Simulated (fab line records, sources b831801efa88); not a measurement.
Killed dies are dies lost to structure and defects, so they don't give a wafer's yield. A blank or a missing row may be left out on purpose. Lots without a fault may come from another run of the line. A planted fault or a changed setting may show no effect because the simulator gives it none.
fab line records | flow gf180mcu
record lots=24 wafers=72 last_day=34
route steps=602 shown V2@403 V3@432 MIM@513
lots that met no fault: from a run of the same line without faults
start_h: hours from the record's first day to the start of the lot's first wafer shown | wait_h: hours since the lot's step before | " the same as in the row above | L1.1+2: a row that stands for several wafers | - no value, or no start given | * or withheld: withheld | < > ~ a bound
route shown NAME@n: a module of which the file shows steps, and the number in the route of the first | usual: mean/standard deviation of fault-free wafers | same: alike in all rows | chamber/n: place in a boat | sites: the reading at each site | _std_site: their standard deviation | _edge_site: outer sites' mean less inner sites' | radius_mm: how far each site lies from the wafer's centre | mask NAME#n: copy n | behind: the tool/chamber that last shaped the wafer | hold: why the lot was held/for how many hours/how that ended | device: the transistor (n, p or np) that didn't switch | end of line: the same wafers' tests at the end of the route | a step without rows: its recipe alone | killed: dies lost to structure and defects at the first sort, not the wafer's yield | map: a wafer's dies, x killed, . not, _ none there
set.NAME: the setting as run; set.NAME@STEP: as run at that earlier step | model.NAME: the simulator's own value behind a step, which no gauge read
steps of the route over a sample of lots; a table a step, a row a wafer
services: from which hour (start_h, from the record's first day; less than 0 if before it) a tool's chamber was out of use, for how many hours, and why
## steps
# step GF_V2_SPUTTER_21
# recipe material=Ti target_thk_nm=15 chamber_pressure_pa=5 power_w=2500 substrate_temp_c=200 time_s=80.02
# usual substrate_temp_c=200.01/0.16 throttle_valve_pct=29.5/1.1
# columns lot.wafer tool chamber start_h wait_h substrate_temp_c throttle_valve_pct
L074.1 pvd_sputter-01 - 466.78 0.0 199.86 28.9
L074.2 " - " " 199.88 31.0
L074.6 " - " " 200.06 28.6
L075.2 pvd_sputter-02 - 470.83 0.0 199.96 28.7
L075.5 " - " " 199.98 27.4
L075.6 " - " " 199.77 30.8
L076.3 pvd_sputter-02 - 481.23 0.0 200.03 30.4
L076.4 " - " " 200.06 29.4
L076.6 " - " " 199.97 30.6
L077.2 pvd_sputter-02 - 492.18 0.0 200.08 31.1
L077.5 " - " " 200.00 28.9
L077.6 " - " " 199.91 30.7
L078.1 pvd_sputter-01 - 500.79 0.0 200.11 30.5
L078.2 " - " " 199.95 31.0
L078.5 " - " " 200.00 31.1
L079.1 pvd_sputter-02 - 509.83 0.0 199.80 27.6
L079.2 " - " " 200.19 29.3
L079.5 " - " " 199.69 28.7
L080.3 pvd_sputter-02 - 525.19 0.0 199.78 28.7
L080.4 " - " " 200.11 31.0
L080.5 " - " " 199.96 28.6
L081.1 pvd_sputter-04 - 535.05 0.0 199.95 30.7
L081.4 " - " " 199.97 30.8
L081.6 " - " " 200.02 30.1
L083.3 pvd_sputter-01 - 537.43 0.0 200.13 28.6
L083.4 " - " " 200.08 31.2
L083.6 " - " " 200.11 28.6
L082.1 pvd_sputter-02 - 541.83 0.0 200.00 28.6
L082.4 " - " " 200.09 29.2
L082.6 " - " " 200.07 27.6
L084.2 pvd_sputter-02 - 556.16 0.0 200.09 29.2
L084.4 " - " " 199.94 30.7
L084.5 " - " " 200.01 27.4
L085.2 pvd_sputter-02 - 576.23 0.0 199.76 30.9
L085.3 " - " " 200.09 29.3
L085.6 " - " " 199.85 28.7
L086.2 pvd_sputter-01 - 579.46 0.0 199.92 30.6
L086.4 " - " " 200.07 31.1
L086.5 " - " " 200.03 31.0
L088.2 pvd_sputter-04 - 581.78 0.0 199.98 30.6
L088.3 " - " " 199.92 30.3
L088.6 " - " " 200.49 30.9
L087.1 pvd_sputter-02 - 584.36 0.0 199.97 29.1
L087.3 " - " " 200.18 28.9
L087.4 " - " " 199.85 27.5
L089.2 pvd_sputter-01 - 601.83 0.0 200.25 28.8
L089.4 " - " " 199.70 28.6
L089.5 " - " " 199.85 28.5
L090.2 pvd_sputter-02 - 601.88 0.0 200.38 28.7
L090.5 " - " " 199.78 29.0
L090.6 " - " " 199.95 27.5
L091.1 pvd_sputter-01 - 606.88 0.0 200.18 31.3
L091.2 " - " " 200.11 29.1
L091.3 " - " " 199.87 30.6
L092.2 pvd_sputter-02 - 623.33 0.0 200.00 29.2
L092.5 " - " " 200.37 28.6
L092.6 " - " " 200.04 29.4
L093.1 pvd_sputter-01 - 624.80 0.0 200.33 31.0
L093.2 " - " " 199.98 28.8
L093.5 " - " " 200.05 30.6
L094.1 pvd_sputter-04 - 629.58 0.0 200.09 30.4
L094.4 " - " " 199.79 29.7
L094.6 " - " " 200.03 30.2
L095.1 pvd_sputter-02 - 641.29 0.0 199.85 27.8
L095.5 " - " " 199.82 28.7
L095.6 " - " " 199.76 29.6
L096.2 pvd_sputter-02 - 644.87 0.0 200.05 30.5
L096.3 " - " " 199.92 27.5
L096.5 " - " " 200.25 29.3
L097.2 pvd_sputter-04 - 646.84 0.0 199.95 29.7
L097.3 " - " " 200.43 30.6
L097.6 " - " " 200.10 30.6
# step GF_V3_THK_MEAS_03
# recipe reads=SiO2_of_V3_CVD_02
# usual V3_CVD_02_THK=852/10
# columns lot.wafer tool chamber start_h wait_h V3_CVD_02_THK[nm]
L074.1 film_metro-04 - 492.27 0.0 842
L074.2 " - " " 850
L074.6 " - " " 855
L075.2 film_metro-04 - 497.12 0.0 840
L075.5 " - " " 842
L075.6 " - " " 848
L076.3 film_metro-01 - 506.94 0.1 841
L076.4 " - " " 858
L076.6 " - " " 861
L077.2 film_metro-01 - 517.46 0.1 846
L077.5 " - " " 852
L077.6 " - " " 855
L078.1 film_metro-01 - 525.88 0.0 848
L078.2 " - " " 853
L078.5 " - " " 855
L079.1 film_metro-01 - 534.33 0.0 853
L079.2 " - " " 853
L079.5 " - " " 854
L080.3 film_metro-01 - 555.07 0.1 851
L080.4 " - " " 862
L080.5 " - " " 858
L081.1 film_metro-02 - 559.13 0.0 845
L081.4 " - " " 861
L081.6 " - " " 872
L083.3 film_metro-02 - 562.18 0.1 846
L083.4 " - " " 852
L083.6 " - " " 837
L082.1 film_metro-02 - 565.32 0.0 854
L082.4 " - " " 865
L082.6 " - " " 851
L084.2 film_metro-04 - 580.43 0.0 846
L084.4 " - " " 861
L084.5 " - " " 857
L085.2 film_metro-04 - 599.23 0.0 844
L085.3 " - " " 858
L085.6 " - " " 871
L086.2 film_metro-01 - 602.41 0.0 865
L086.4 " - " " 866
L086.5 " - " " 872
L088.2 film_metro-01 - 604.13 0.0 839
L088.3 " - " " 852
L088.6 " - " " 861
L087.1 film_metro-01 - 608.62 0.1 853
L087.3 " - " " 865
L087.4 " - " " 869
L089.2 film_metro-02 - 624.13 0.0 838
L089.4 " - " " 856
L089.5 " - " " 861
L090.2 film_metro-01 - 624.79 0.0 852
L090.5 " - " " 871
L090.6 " - " " 872
L091.1 film_metro-02 - 629.08 0.0 856
L091.2 " - " " 846
L091.3 " - " " 854
L092.2 film_metro-01 - 644.76 0.0 846
L092.5 " - " " 852
L092.6 " - " " 855
L093.1 film_metro-01 - 647.21 0.0 848
L093.2 " - " " 842
L093.5 " - " " 858
L094.1 film_metro-02 - 651.29 0.0 842
L094.4 " - " " 874
L094.6 " - " " 863
L095.1 film_metro-04 - 663.47 0.0 843
L095.5 " - " " 856
L095.6 " - " " 861
L096.2 film_metro-02 - 665.79 0.0 834
L096.3 " - " " 845
L096.5 " - " " 850
L097.2 film_metro-02 - 668.26 0.0 839
L097.3 " - " " 827
L097.6 " - " " 842
# step GF_V3_CMP_04
# recipe material=SiO2 down_force_psi=4 platen_rpm=60 pad_velocity_m_s=0.94248
# usual motor_current_A=11.9/1.2 time_to_endpoint_s=81/4.6
# columns lot.wafer tool chamber start_h wait_h motor_current_A time_to_endpoint_s
L074.2 cmp-02 3 492.49 0.2 12.4 83
L074.1 " 0 " " 11.2 77
L074.6 " 2 " " 10.8 78
L075.2 cmp-02 1 497.27 0.1 12.3 76
L075.6 " 3 " " 12.2 83
L075.5 " 0 " " 11.1 77
L076.3 cmp-01 0 507.03 0.1 10.6 72
L076.4 " 1 " " 14.1 79
L076.6 " 3 " " 12.7 83
L077.2 cmp-02 1 517.56 0.1 12.3 74
L077.6 " 0 " " 11.3 80
L077.5 " 1 " " 12.6 81
L078.2 cmp-01 0 531.51 5.6 10.8 82
L078.1 " 2 " " 10.5 81
L078.5 " 0 " " 11.0 82
L079.2 cmp-02 1 534.44 0.1 12.3 82
L079.1 " 2 " " 10.8 79
L079.5 " 1 " " 12.3 79
L080.4 cmp-02 3 555.16 0.1 12.8 92
L080.3 " 1 " " 12.0 78
L080.5 " 3 " " 12.6 82
L081.1 cmp-01 0 559.29 0.1 10.7 77
L081.4 " 1 " " 13.6 84
L081.6 " 2 " " 10.6 90
L083.3 cmp-01 3 562.25 0.1 12.2 82
L083.4 " 2 " " 11.5 87
L083.6 " 0 " " 10.5 79
L082.4 cmp-01 1 565.38 0.0 13.4 87
L082.1 " 2 " " 10.6 82
L082.6 " 2 " " 10.2 81
L084.2 cmp-01 0 580.53 0.1 10.1 76
L084.4 " 2 " " 10.7 85
L084.5 " 3 " " 14.2 85
L085.3 cmp-01 3 599.33 0.1 12.9 84
L085.2 " 1 " " 13.5 79
L085.6 " 2 " " 10.7 90
L086.2 cmp-02 0 602.64 0.2 10.6 82
L086.4 " 1 " " 12.7 84
L086.5 " 0 " " 11.4 86
L088.2 cmp-01 1 604.18 0.0 13.3 75
L088.3 " 2 " " 11.1 81
L088.6 " 1 " " 13.8 86
L087.1 cmp-02 0 608.68 0.1 11.2 79
L087.3 " 2 " " 11.1 81
L087.4 " 3 " " 12.2 89
L089.4 cmp-01 1 624.18 0.0 14.1 85
L089.2 " 3 " " 13.7 78
L089.5 " 1 " " 13.4 88
L090.2 cmp-01 2 624.84 0.0 11.1 86
L090.6 " 2 " " 10.8 93
L090.5 " 3 " " 13.2 92
L091.1 cmp-01 1 629.19 0.1 13.7 87
L091.2 " 2 " " 10.8 83
L091.3 " 3 " " 13.1 85
L092.2 cmp-01 1 644.86 0.1 13.7 81
L092.5 " 0 " " 10.7 83
L092.6 " 1 " " 14.2 87
L093.1 cmp-01 3 647.67 0.4 13.3 80
L093.2 " 0 " " 10.5 74
L093.5 " 1 " " 14.3 80
L094.1 cmp-02 3 651.40 0.1 11.9 80
L094.4 " 1 " " 13.1 86
L094.6 " 2 " " 10.8 83
L095.1 cmp-02 2 663.53 0.1 10.5 77
L095.5 " 2 " " 11.0 80
L095.6 " 3 " " 11.8 86
L096.2 cmp-02 0 665.94 0.1 11.6 74
L096.3 " 1 " " 12.1 79
L096.5 " 2 " " 10.3 77
L097.3 cmp-01 2 668.31 0.0 10.9 72
L097.2 " 3 " " 13.2 79
L097.6 " 2 " " 10.7 76
# step GF_V3_SPUTTER_22
# recipe material=TiN target_thk_nm=10 chamber_pressure_pa=5 power_w=4000 time_s=40
# usual throttle_valve_pct=29.6/0.82
# columns lot.wafer tool chamber start_h wait_h throttle_valve_pct
L074.1 pvd_sputter-04 - 516.73 0.0 30.3
L074.2 " - " " 30.2
L074.6 " - " " 30.7
L075.2 pvd_sputter-03 - 521.63 0.0 29.9
L075.5 " - " " 30.3
L075.6 " - " " 29.2
L076.3 pvd_sputter-04 - 531.48 0.0 30.6
L076.4 " - " " 30.1
L076.6 " - " " 29.6
L077.2 pvd_sputter-03 - 539.68 0.0 30.1
L077.5 " - " " 29.4
L077.6 " - " " 29.2
L078.1 pvd_sputter-02 - 554.27 0.0 28.6
L078.2 " - " " 27.5
L078.5 " - " " 29.2
L079.1 pvd_sputter-02 - 558.36 0.0 30.6
L079.2 " - " " 27.3
L079.5 " - " " 27.7
L080.3 pvd_sputter-03 - 577.98 0.0 28.9
L080.4 " - " " 29.7
L080.5 " - " " 29.9
L081.1 pvd_sputter-03 - 582.23 0.0 29.4
L081.4 " - " " 30.2
L081.6 " - " " 28.9
L083.3 pvd_sputter-04 - 585.37 0.0 30.4
L083.4 " - " " 30.2
L083.6 " - " " 29.8
L082.1 pvd_sputter-03 - 587.64 0.0 29.4
L082.4 " - " " 29.8
L082.6 " - " " 29.7
L084.2 pvd_sputter-03 - 602.68 0.0 30.0
L084.4 " - " " 29.1
L084.5 " - " " 29.0
L085.2 pvd_sputter-02 - 621.13 0.0 30.6
L085.3 " - " " 28.5
L085.6 " - " " 28.5
L086.2 pvd_sputter-04 - 624.68 0.0 30.2
L086.4 " - " " 30.2
L086.5 " - " " 30.6
L088.2 pvd_sputter-03 - 626.38 0.0 29.8
L088.3 " - " " 29.3
L088.6 " - " " 30.0
L087.1 pvd_sputter-02 - 630.33 0.0 28.5
L087.3 " - " " 27.4
L087.4 " - " " 30.7
L089.2 pvd_sputter-04 - 644.87 0.0 30.5
L089.4 " - " " 30.7
L089.5 " - " " 30.0
L090.2 pvd_sputter-03 - 646.79 0.0 29.2
L090.5 " - " " 30.0
L090.6 " - " " 29.2
L091.1 pvd_sputter-03 - 650.68 0.0 30.2
L091.2 " - " " 29.8
L091.3 " - " " 28.5
L092.2 pvd_sputter-02 - 665.66 0.0 30.8
L092.5 " - " " 30.6
L092.6 " - " " 27.5
L093.1 pvd_sputter-04 - 667.66 0.0 30.6
L093.2 " - " " 29.4
L093.5 " - " " 30.3
L094.1 pvd_sputter-02 - 672.04 0.0 30.7
L094.4 " - " " 28.7
L094.6 " - " " 30.4
L095.1 pvd_sputter-03 - 683.76 0.0 30.2
L095.5 " - " " 29.1
L095.6 " - " " 29.3
L096.2 pvd_sputter-04 - 686.46 0.0 30.2
L096.3 " - " " 30.4
L096.5 " - " " 30.6
L097.2 pvd_sputter-03 - 688.74 0.0 30.2
L097.3 " - " " 29.0
L097.6 " - " " 29.3
# step GF_MIM_RS_MEAS_10
# recipe thk_meas_gauge=four-point-probe reads=TiN_of_MIM_SPUTTER_09+AlCu_of_MIM_SPUTTER_08+TiN_of_MIM_SPUTTER_07
# usual MIM_ALCU_RS=0.1600/0.0013
# columns lot.wafer tool chamber start_h wait_h MIM_ALCU_RS[ohm/sq]
L074.1 film_metro-03 - 564.14 0.0 0.1613
L074.2 " - " " 0.1592
L074.6 " - " " 0.1597
L075.2 film_metro-01 - 578.51 0.0 0.1605
L075.5 " - " " 0.1604
L075.6 " - " " 0.1610
L076.3 film_metro-01 - 581.53 0.1 0.1604
L076.4 " - " " 0.1615
L076.6 " - " " 0.1631
L077.2 film_metro-03 - 587.90 0.0 0.1610
L077.5 " - " " 0.1601
L077.6 " - " " 0.1614
L078.1 film_metro-01 - 601.41 0.0 0.1605
L078.2 " - " " 0.1583
L078.5 " - " " 0.1592
L079.1 film_metro-01 - 605.48 0.0 0.1612
L079.2 " - " " 0.1589
L079.5 " - " " 0.1598
L080.3 film_metro-03 - 624.76 0.1 0.1585
L080.4 " - " " 0.1582
L080.5 " - " " 0.1599
L081.1 film_metro-03 - 628.18 0.0 0.1604
L081.4 " - " " 0.1601
L081.6 " - " " 0.1584
L083.3 film_metro-01 - 632.46 0.1 0.1600
L083.4 " - " " 0.1612
L083.6 " - " " 0.1604
L082.1 film_metro-01 - 633.67 0.0 0.1619
L082.4 " - " " 0.1606
L082.6 " - " " 0.1618
L084.2 film_metro-03 - 647.70 0.0 0.1574
L084.4 " - " " 0.1579
L084.5 " - " " 0.1571
L085.2 film_metro-03 - 665.10 0.0 0.1601
L085.3 " - " " 0.1588
L085.6 " - " " 0.1602
L086.2 film_metro-01 - 668.33 0.0 0.1591
L086.4 " - " " 0.1591
L086.5 " - " " 0.1603
L088.2 film_metro-01 - 670.90 0.0 0.1583
L088.3 " - " " 0.1574
L088.6 " - " " 0.1570
L087.1 film_metro-01 - 673.28 0.0 0.1610
L087.3 " - " " 0.1598
L087.4 " - " " 0.1603
L089.2 film_metro-01 - 687.23 0.0 0.1590
L089.4 " - " " 0.1596
L089.5 " - " " 0.1587
L090.2 film_metro-03 - 689.29 0.0 0.1593
L090.5 " - " " 0.1596
L090.6 " - " " 0.1591
L091.1 film_metro-01 - 693.34 0.0 0.1583
L091.2 " - " " 0.1588
L091.3 " - " " 0.1604
L092.2 film_metro-01 - 707.64 0.0 0.1615
L092.5 " - " " 0.1613
L092.6 " - " " 0.1609
L093.1 film_metro-01 - 709.24 0.0 0.1598
L093.2 " - " " 0.1594
L093.5 " - " " 0.1589
L094.1 film_metro-03 - 714.07 0.0 0.1618
L094.4 " - " " 0.1614
L094.6 " - " " 0.1619
L095.1 film_metro-01 - 724.94 0.0 0.1598
L095.5 " - " " 0.1617
L095.6 " - " " 0.1601
L096.2 film_metro-01 - 727.47 0.1 0.1590
L096.3 " - " " 0.1623
L096.5 " - " " 0.1613
L097.2 film_metro-01 - 728.93 0.0 0.1599
L097.3 " - " " 0.1593
L097.6 " - " " 0.1590
# step GF_MIM_STRIP_20
# recipe chemistry=O2/N2 power_w=1400 pressure_mtorr=1500 platen_temp_c=250 o2_flow_sccm=3000 n2_flow_sccm=300 overash_fraction=0.5
# usual drypump_motor_current_A=5.5/0.39 heater_power_w=336/24 o2_flow_sccm=2999/7.9 oes_product_au=0.692/0.0047 strip_time_to_endpoint_s=11.22/0.048
# columns lot.wafer tool chamber start_h wait_h drypump_motor_current_A heater_power_w o2_flow_sccm oes_product_au rf_hours_counter_h strip_time_to_endpoint_s
L074.1 plasma_asher-04 0 585.68 0.0 5.2 366 2993 0.702 82 11.27
L074.2 " 1 " " 5.8 289 3000 0.688 82 11.23
L074.6 " 1 " " 5.8 295 3015 0.691 - 11.20
L075.2 plasma_asher-03 0 599.87 0.0 4.9 336 2995 0.686 94 11.23
L075.5 " 0 " " 4.9 347 3005 0.698 - 11.23
L075.6 " 1 " " 5.4 314 2992 0.698 - 11.23
L076.3 plasma_asher-03 0 602.40 0.1 4.9 343 3003 0.692 - 11.24
L076.4 " 1 " " 5.4 328 2997 0.696 - 11.20
L076.6 " 0 " " 4.9 345 3002 0.698 - 11.24
L077.2 plasma_asher-04 0 609.72 0.0 5.2 360 2988 0.697 84 11.25
L077.5 " 1 " " 5.8 293 3003 0.689 - 11.26
L077.6 " 0 " " 5.2 377 2999 0.692 - 11.18
L078.1 plasma_asher-03 0 622.22 0.0 4.9 337 3008 0.685 97 11.27
L078.2 " 1 " " 5.4 324 2988 0.692 97 11.26
L078.5 " 0 " " 4.9 340 2999 0.693 - 11.27
L079.1 plasma_asher-04 1 625.98 0.0 5.8 297 2989 0.692 86 11.21
L079.2 " 0 " " 5.2 381 2994 0.698 86 11.28
L079.5 " 0 " " 5.2 363 2992 0.692 - 11.27
L080.3 plasma_asher-03 0 644.40 0.1 4.9 341 3010 0.684 - 11.19
L080.4 " 1 " " 5.4 322 2997 0.689 - 11.15
L080.5 " 0 " " 4.9 346 2989 0.688 - 11.20
L081.1 plasma_asher-02 0 648.12 0.0 6.1 354 3005 0.693 56 11.23
L081.4 " 1 " " 5.6 347 3010 0.690 - 11.27
L081.6 " 1 " " 5.6 340 3004 0.697 - 11.22
L083.3 plasma_asher-03 0 652.50 0.1 4.9 343 2996 0.693 - 11.23
L083.4 " 1 " " 5.4 324 2977 0.701 - 11.28
L083.6 " 0 " " 4.9 346 2991 0.686 - 11.20
L082.1 plasma_asher-03 0 653.58 0.0 4.9 340 3002 0.685 100 11.22
L082.4 " 1 " " 5.4 323 2999 0.687 - 11.17
L082.6 " 0 " " 4.9 343 2990 0.691 - 11.19
L084.2 plasma_asher-02 1 666.73 0.0 5.6 337 3018 0.695 57 11.21
L084.4 " 0 " " 6.1 350 3004 0.692 - 11.22
L084.5 " 1 " " 5.6 340 3009 0.688 - 11.21
L085.2 plasma_asher-02 0 684.23 0.0 6.1 357 3000 0.694 59 11.18
L085.3 " 0 " " 6.1 350 2982 0.687 - 11.20
L085.6 " 0 " " 6.1 362 2996 0.686 - 11.18
L086.2 plasma_asher-02 0 687.38 0.0 6.1 347 3008 0.686 59 11.12
L086.4 " 1 " " 5.6 335 2992 0.695 - 11.14
L086.5 " 1 " " 5.6 344 2987 0.690 - 11.16
L088.2 plasma_asher-02 1 691.02 0.0 5.6 345 2998 0.694 60 11.21
L088.3 " 0 " " 6.1 351 2989 0.693 - 11.19
L088.6 " 0 " " 6.1 350 3004 0.686 - 11.19
L087.1 plasma_asher-03 1 692.42 0.0 5.4 321 3000 0.700 105 11.24
L087.3 " 0 " " 4.9 342 3003 0.695 - 11.23
L087.4 " 1 " " 5.4 316 2980 0.687 - 11.27
L089.2 plasma_asher-03 0 705.07 0.0 4.9 339 2997 0.699 106 11.19
L089.4 " 1 " " 5.4 323 2991 0.687 - 11.23
L089.5 " 0 " " 4.9 342 2999 0.698 - 11.25
L090.2 plasma_asher-02 1 707.32 0.0 5.6 340 3006 0.687 62 11.24
L090.5 " 1 " " 5.6 349 3004 0.695 - 11.28
L090.6 " 0 " " 6.1 356 2995 0.693 - 11.26
L091.1 plasma_asher-03 1 712.08 0.0 5.4 327 2996 0.689 107 11.21
L091.2 " 0 " " 4.9 339 3005 0.686 107 11.23
L091.3 " 0 " " 4.9 337 3001 0.693 - 11.22
L092.2 plasma_asher-03 0 725.57 0.0 4.9 338 2996 0.697 108 11.09
L092.5 " 0 " " 4.9 343 3003 0.695 - 11.15
L092.6 " 1 " " 5.4 329 3012 0.688 - 11.11
L093.1 plasma_asher-04 0 727.12 0.0 5.2 379 3007 0.687 95 11.22
L093.2 " 1 " " 5.8 290 2987 0.689 95 11.26
L093.5 " 0 " " 5.2 360 3002 0.691 - 11.24
L094.1 plasma_asher-04 1 732.27 0.0 5.8 292 2998 0.693 96 11.29
L094.4 " 0 " " 5.2 377 2994 0.696 - 11.27
L094.6 " 1 " " 5.8 292 2997 0.697 - 11.28
L095.1 plasma_asher-02 1 742.02 0.0 5.6 340 3000 0.686 64 11.20
L095.5 " 1 " " 5.6 351 3000 0.690 - 11.18
L095.6 " 0 " " 6.1 341 3000 0.690 - 11.22
L096.2 plasma_asher-04 0 744.17 0.0 5.2 363 2988 0.696 98 11.29
L096.3 " 0 " " 5.2 370 2996 0.688 - 11.25
L096.5 " 1 " " 5.8 293 2998 0.699 - 11.27
L097.2 plasma_asher-04 1 745.67 0.0 5.8 298 3002 0.702 98 11.20
L097.3 " 1 " " 5.8 286 3006 0.682 - 11.20
L097.6 " 1 " " 5.8 293 3000 0.689 - 11.14
## services
# columns tool chamber start_h hours kind
cmp-02 - 443.01 1.0 repair
cmp-01 - 455.56 2.2 repair
cmp-01 - 491.86 1.1 repair
pvd_sputter-02 - 496.57 5.7 repair
plasma_asher-03 - 501.69 7.6 repair
plasma_asher-04 - 506.53 8.5 repair
pvd_sputter-04 - 554.19 5.2 repair
cmp-02 - 559.48 0.5 repair
plasma_asher-03 - 560.84 9.5 repair
cmp-02 - 572.05 4.0 pm
pvd_sputter-01 - 662.35 2.1 repair
cmp-02 - 691.50 1.0 repair
cmp-01 - 692.70 4.6 pm
pvd_sputter-03 - 697.66 0.8 repair
plasma_asher-04 - 697.88 14.6 pm
pvd_sputter-01 - 702.26 14.7 repair
pvd_sputter-02 0 709.05 - consumable_replace:kit
pvd_sputter-02 0 709.05 18.0 scheduled_down
pvd_sputter-04 - 709.11 3.0 repair
cmp-01 - 710.75 2.5 repair
cmp-02 - 715.96 6.3 pm
plasma_asher-02 - 721.14 14.6 pm
plasma_asher-03 - 733.75 9.0 pm
cmp-01 - 744.13 4.0 pm
## key
fault none
